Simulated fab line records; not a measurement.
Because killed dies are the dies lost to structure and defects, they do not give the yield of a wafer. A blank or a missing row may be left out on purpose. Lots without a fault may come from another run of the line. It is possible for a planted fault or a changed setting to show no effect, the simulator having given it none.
2 desks, one fault / flow gf180mcu / numbers are kept per desk, each desk with only its own; the story behind them comes last

== FOR THE TOOL OWNER'S DESK: rieSi-01 ==
The tool's own readings at GF_STI_ETCH_14 (etches Si in HBr/Cl2/O2, target depth 360 nm, time 102.9 s): means of the sampled wafers that have a number, for each lot that ran on this tool. Marked OUT: a lot whose mean sits more than 4 standard deviations from the usual mean, which makes it out of limits; the brackets give that distance.
Columns: A = drypumpMotorCurrentA at GF_STI_ETCH_14, usual 5.3 A; B = oesProductAu at GF_STI_ETCH_14, usual 0.995 a.u.; C = rfFwdPowerW at GF_STI_ETCH_14, usual 596.5 W; D = runLengthS at GF_STI_ETCH_14, usual 131.0 s; E = throttleValvePct at GF_STI_ETCH_14, usual 25.661 %
lot=L585; first seen here=day 2 02:58; A=5.1; B=0.992; C=596.9; D=131.0; E=25.664
lot=L587; first seen here=day 2 13:13; A=5.0; B=0.989; C=595.8; D=131.2; E=25.667
lot=L597; first seen here=day 4 16:53; A=5.1; B=0.997; C=596.6; D=132.9 (+4.1) OUT; E=25.661
lot=L598; first seen here=day 4 21:17; A=5.2; B=0.998; C=595.7; D=134.1 (+6.9) OUT; E=25.655
This desk's verdict: out of limits on L597, L598, starting with L597 at day 4 16:53 (runLengthS at GF_STI_ETCH_14). L585, L587: within limits.

== METROLOGY DESK ==
Lot by lot, what the gauges showed, no matter which tool ran the lot: averages of those sampled wafers that carry a number. Marked OUT: a lot whose mean sits more than 4 standard deviations from the usual mean, which makes it out of limits; the brackets give that distance.
Columns: A = STI_OXIDATION_THK at GF_STI_THK_MEAS_02, usual 10.03 nm; B = STI_CVD_03_THK at GF_STI_THK_MEAS_04, usual 207.0 nm; C = cdNm at GF_STI_CD_MEAS_12, usual 219.8 nm
lot=L585; first seen here=day 1 11:31; A=10.02; B=207.5; C=220.6
lot=L587; first seen here=day 1 21:31; A=9.66; B=209.7; C=219.5
lot=L597; first seen here=day 3 23:41; A=10.06; B=204.6; C=218.9
lot=L598; first seen here=day 4 04:31; A=9.89; B=206.9; C=220.0
lot=L599; first seen here=day 4 10:08; A=9.90; B=205.6; C=219.8
lot=L601; first seen here=day 4 19:32; A=10.22; B=207.1; C=220.9
This desk's verdict: no lot among the 6 shows anything out of limits.

== BROUGHT TOGETHER ==
At day 4 16:53, on L597, L598, the tool owner's desk was in a position to raise an alarm.
At the metrology desk, nothing out of limits was observed.
The metrology desk has L597, L598 on record, within its limits.
Of the lots named, all ran GF_STI_ETCH_14 on rieSi-01.

== WHAT THE SIMULATOR HAD INSERTED ==
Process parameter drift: rieSi-01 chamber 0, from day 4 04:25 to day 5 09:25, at GF_STI_ETCH_14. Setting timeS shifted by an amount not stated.
Shown lots that were struck: L597, L598.
How many hours passed from the start of the fault until each desk's first out-of-limits reading: the tool owner's desk, 12.
